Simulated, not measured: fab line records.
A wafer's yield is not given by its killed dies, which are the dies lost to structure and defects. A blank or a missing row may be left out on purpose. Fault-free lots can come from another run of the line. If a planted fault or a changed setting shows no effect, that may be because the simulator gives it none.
Check of tool commonality    flow sky130    9 lots, 33 wafers sampled

## WHY THIS WAS OPENED
2 of 9 lots carry a flag on the reading VIA4_W_RS at SKY_VIA4_RS_MEAS_19. No-fault wafers: 0.216 ohm/sq, standard deviation 0.0046.
Rule: a lot is flagged when every wafer of it that has a number lies more than 4 standard deviations from that mean, or none has a number. All remaining lots are regarded as sound.

lot   measured      on            VIA4_W_RS (ohm/sq), wafer by wafer   flag
L157  day 43 19:11  filmMetro-03  0.152 0.152 0.152 0.151 0.152 0.152  FLAGGED
L160  day 44 12:46  filmMetro-02  0.157 0.150 0.151 0.157 0.150 0.151  FLAGGED
L167  day 46 14:38  filmMetro-01  0.210 0.219 0.208                    
L169  day 46 19:37  filmMetro-03  0.209 0.208 0.221                    
L172  day 47 15:55  filmMetro-02  0.218 0.222 0.220                    
L173  day 47 21:50  filmMetro-01  0.215 0.215 0.214                    
L174  day 47 22:01  filmMetro-02  0.221 0.210 0.225                    
L176  day 48 07:46  filmMetro-02  0.211 0.220 0.210                    
L177  day 48 17:24  filmMetro-01  0.212 0.210 0.220                    
Average over the flagged lots: 0.152 ohm/sq; offset from the usual -0.064 ohm/sq, equal to -14 standard deviations.

## WHICH TOOL EACH LOT WENT THROUGH
Before the reading, the record contains 4 process steps out of a 708-step route. In each cell: the tool, then ch and the chambers that the sampled wafers went through, then the start.
lot   flag     SKY_METAL4_SPUTTER_01        SKY_CAP2M_METAL_ETCH_13           SKY_METAL4_DESCUM_15              SKY_VIA4_CVD_18
L157  FLAGGED  pvdSputter-04, day 40 18:34  rieMetal-04 ch 0, day 41 18:19    rieMetal-04 ch 0,1, day 42 18:51  cvdW-02 ch 1, day 43 19:01
L160  FLAGGED  pvdSputter-03, day 41 12:26  rieMetal-04 ch 0,1, day 42 12:08  rieMetal-03 ch 0,1, day 43 12:13  cvdW-02 ch 0,1, day 44 12:38
L167           pvdSputter-01, day 43 18:02  rieMetal-02 ch 0,1, day 44 17:31  rieMetal-02 ch 0,1, day 45 15:49  cvdW-02 ch 0,1, day 46 14:30
L169           pvdSputter-01, day 44 00:14  rieMetal-02 ch 0,1, day 44 22:59  rieMetal-04 ch 0,1, day 45 20:55  cvdW-02 ch 0,1, day 46 19:27
L172           pvdSputter-01, day 44 23:50  rieMetal-01 ch 0, day 45 21:08    rieMetal-04 ch 0, day 46 18:00    cvdW-02 ch 0, day 47 15:46
L173           pvdSputter-01, day 45 05:45  rieMetal-04 ch 0,1, day 46 02:35  rieMetal-03 ch 0,1, day 46 23:23  cvdW-01 ch 0,1, day 47 21:41
L174           pvdSputter-04, day 45 06:32  rieMetal-02 ch 0,1, day 46 03:11  rieMetal-04 ch 0,1, day 47 00:16  cvdW-02 ch 0,1, day 47 21:50
L176           pvdSputter-01, day 45 16:27  rieMetal-04 ch 0,1, day 46 12:59  rieMetal-03 ch 0,1, day 47 09:41  cvdW-02 ch 0,1, day 48 07:38
L177           pvdSputter-01, day 46 01:52  rieMetal-04 ch 1, day 46 22:50    rieMetal-04 ch 0,1, day 47 20:07  cvdW-02 ch 0,1, day 48 17:13
What the steps here do:
- SKY_METAL4_SPUTTER_01: material TiN, target thk 20 nm, time 16.7 s.
- SKY_CAP2M_METAL_ETCH_13: etches TiN in Cl2/BCl3, stops on SiO2, target depth 220 nm, time 62.9 s.
- SKY_METAL4_DESCUM_15: chemistry O2, time 8 s.
- SKY_VIA4_CVD_18: deposits W, target thk 505 nm, time 152.14 s.
- SKY_VIA4_RS_MEAS_19: measures by four-point-probe.

## FLAGGED OVER TOTAL, TOOL BY TOOL (the gauges that took the reading come last)
step                     tool           lots run  flagged  share of the flagged lots  sound lots run after its first flagged lot
SKY_METAL4_SPUTTER_01    pvdSputter-01  6         0        none                       -
SKY_METAL4_SPUTTER_01    pvdSputter-03  1         1        some                       0
SKY_METAL4_SPUTTER_01    pvdSputter-04  2         1        some                       1 (L174)
SKY_CAP2M_METAL_ETCH_13  rieMetal-01    1         0        none                       -
SKY_CAP2M_METAL_ETCH_13  rieMetal-02    3         0        none                       -
SKY_CAP2M_METAL_ETCH_13  rieMetal-04    5         2        all                        3 (L173,L176,L177)
SKY_METAL4_DESCUM_15     rieMetal-02    1         0        none                       -
SKY_METAL4_DESCUM_15     rieMetal-03    3         1        some                       2 (L173,L176)
SKY_METAL4_DESCUM_15     rieMetal-04    5         1        some                       4 (L169,L172,L174,L177)
SKY_VIA4_CVD_18          cvdW-01        1         0        none                       -
SKY_VIA4_CVD_18          cvdW-02        8         2        all                        6 (L167,L169,L172,L174,L176,L177)
SKY_VIA4_RS_MEAS_19      filmMetro-01   3         0        none                       -
SKY_VIA4_RS_MEAS_19      filmMetro-02   4         1        some                       3 (L172,L174,L176)
SKY_VIA4_RS_MEAS_19      filmMetro-03   2         1        some                       1 (L169)

## WHAT THE TABLE ALLOWS
Every flagged lot went through 2 rows of the table: rieMetal-04 at SKY_CAP2M_METAL_ETCH_13 and cvdW-02 at SKY_VIA4_CVD_18.
- rieMetal-04 at SKY_CAP2M_METAL_ETCH_13 ran 5 lots, 2 of them flagged. Lots that were sound ran on it after the first flagged one (L173, L176, L177); a persistent fault on the entire tool would not allow that.
- cvdW-02 at SKY_VIA4_CVD_18 ran 8 lots, 2 of them flagged. Lots that were sound ran on it after the first flagged one (L167, L169, L172, L174, L176, L177); a persistent fault on the entire tool would not allow that.
There is no row in the table that ran each flagged lot and no sound lot after the first.

## WHAT THE SIMULATOR HAD PUT IN
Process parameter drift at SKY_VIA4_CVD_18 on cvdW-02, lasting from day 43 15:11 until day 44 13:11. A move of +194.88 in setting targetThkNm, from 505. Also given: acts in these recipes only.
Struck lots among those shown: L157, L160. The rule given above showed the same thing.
